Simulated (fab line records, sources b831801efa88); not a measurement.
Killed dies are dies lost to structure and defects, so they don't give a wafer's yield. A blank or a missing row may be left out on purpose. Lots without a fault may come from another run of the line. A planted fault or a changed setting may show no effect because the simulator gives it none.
Which tool did it? | flow gf180mcu | 13 lots, 39 wafers sampled, at 3 steps of a route of 602

WHAT THE GAUGES READ, wafer by wafer
GF_V5_CD_MEAS_14: target cd 260 nm. Usual: cd_nm 259.8 nm, standard deviation 0.94.
lot  | measured     | on        | cd_nm (nm)        | flag
L755 | day 27 10:36 | cd_sem-02 | 260.9 260.4 260.6 |
L756 | day 27 16:18 | cd_sem-02 | 259.0 260.1 258.3 |
L758 | day 28 09:10 | cd_sem-01 | 259.9 259.6 259.2 |
L759 | day 28 15:10 | cd_sem-01 | 259.2 258.3 258.3 |
L760 | day 28 17:43 | cd_sem-02 | 260.9 260.9 260.0 |
L761 | day 29 06:49 | cd_sem-01 | 259.5 260.0 259.9 |
L763 | day 29 20:09 | cd_sem-02 | 261.2 260.7 260.5 |
L767 | day 30 23:56 | cd_sem-02 | 259.9 259.6 261.1 |
L768 | day 31 03:06 | cd_sem-02 | 261.6 261.1 260.6 |
L769 | day 31 11:10 | cd_sem-02 | 260.1 259.2 259.0 |
L770 | day 31 15:56 | cd_sem-01 | 260.0 260.5 259.8 |
L776 | day 33 04:06 | cd_sem-01 | 258.6 258.8 258.7 |
L778 | day 33 15:08 | cd_sem-01 | 259.1 257.7 258.7 |

WHICH TOOL RAN EACH LOT (tool, then ch and the chambers of the sampled wafers, then the start)
lot  | GF_V2_CVD_02                    | GF_V5_CVD_02
L755 | pecvd-02 ch 1,2, day 19 11:09   | pecvd-03 ch 0,1, day 26 13:04
L756 | pecvd-01 ch 1,2, day 19 22:06   | pecvd-02 ch 0,1, day 26 20:14
L758 | pecvd-03 ch 1,2, day 20 15:42   | pecvd-02 ch 0,1, day 27 12:06
L759 | pecvd-01 ch 0,2, day 21 00:07   | pecvd-03 ch 0,2, day 27 18:16
L760 | pecvd-03 ch 0,1,2, day 21 01:37 | pecvd-02 ch 0,1,2, day 27 21:20
L761 | pecvd-01 ch 0,1,2, day 21 16:29 | pecvd-03 ch 0,2, day 28 10:18
L763 | pecvd-03 ch 0,1,2, day 22 10:28 | pecvd-02 ch 0,1,2, day 29 00:47
L767 | pecvd-02 ch 1,2, day 23 19:32   | pecvd-02 ch 0,2, day 30 05:05
L768 | pecvd-01 ch 0,1,2, day 24 00:13 | pecvd-01 ch 0,1,2, day 30 08:32
L769 | pecvd-01 ch 0,1, day 24 09:28   | pecvd-01 ch 1,2, day 30 16:51
L770 | pecvd-03 ch 0,1, day 24 16:11   | pecvd-01 ch 0,1,2, day 30 21:32
L776 | pecvd-02 ch 0,2, day 26 13:03   | pecvd-01 ch 0,1,2, day 32 11:35
L778 | pecvd-03 ch 0,2, day 27 02:57   | pecvd-03 ch 1,2, day 32 22:32
- GF_V2_CVD_02: deposits SiO2 from TEOS, target thk 850 nm, time 94.851 s.
- GF_V5_CVD_02: deposits SiO2 from TEOS, target thk 1450 nm, time 163.28 s.

WHAT THE TOOLS THEMSELVES READ (means of the sampled wafers that have a number; where no wafer has one, the mark that the record gives instead)
GF_V2_CVD_02. Usual: heater_power_w 603 W, standard deviation 81; susceptor_temp_C 399.95 C, standard deviation 0.19.
lot  | tool     | heater_power_w (W) | susceptor_temp_C (C) | flag
L755 | pecvd-02 | 585                | 400.01               |
L756 | pecvd-01 | 657                | 399.93               |
L758 | pecvd-03 | 596                | 400.32               |
L759 | pecvd-01 | 566                | 400.10               |
L760 | pecvd-03 | 595                | 399.96               |
L761 | pecvd-01 | 637                | 400.12               |
L763 | pecvd-03 | 601                | 399.88               |
L767 | pecvd-02 | 671                | 399.97               |
L768 | pecvd-01 | 557                | 399.82               |
L769 | pecvd-01 | 623                | 400.02               |
L770 | pecvd-03 | 658                | 400.05               |
L776 | pecvd-02 | 637                | 399.84               |
L778 | pecvd-03 | 594                | 400.07               |

GF_V5_CVD_02. Usual: heater_power_w 602 W, standard deviation 84; susceptor_temp_C 399.98 C, standard deviation 0.21.
lot  | tool     | heater_power_w (W) | susceptor_temp_C (C) | flag
L755 | pecvd-03 | 639                | 399.93               |
L756 | pecvd-02 | 549                | 399.85               |
L758 | pecvd-02 | 547                | 399.89               |
L759 | pecvd-03 | 598                | 399.69               |
L760 | pecvd-02 | 641                | 400.08               |
L761 | pecvd-03 | 590                | 400.05               |
L763 | pecvd-02 | 612                | 400.08               |
L767 | pecvd-02 | 634                | 399.69               |
L768 | pecvd-01 | 638                | 400.08               |
L769 | pecvd-01 | 654                | 399.86               |
L770 | pecvd-01 | 553                | 399.90               |
L776 | pecvd-01 | 589                | 400.01               |
L778 | pecvd-03 | 540                | 400.13               |

THE ANSWER, worked out from the rows above alone
Rule: a lot is off if the mean of its wafers that have a number lies more than 3 standard deviations from the usual mean. A lot without any number at a reading at which 4 lots or more have one is off too. The other lots that the step has rows for count as sound. The gauges are gone through in route order, then the tools' own readings, and for those a lot's mean is taken as printed above. The first step at which some lot is off is used, and at that step the reading that is off furthest; a lot without a number counts as furthest.
No lot is off at any reading shown: from this, nothing can be told.

WHAT THE SIMULATOR HAD PUT IN
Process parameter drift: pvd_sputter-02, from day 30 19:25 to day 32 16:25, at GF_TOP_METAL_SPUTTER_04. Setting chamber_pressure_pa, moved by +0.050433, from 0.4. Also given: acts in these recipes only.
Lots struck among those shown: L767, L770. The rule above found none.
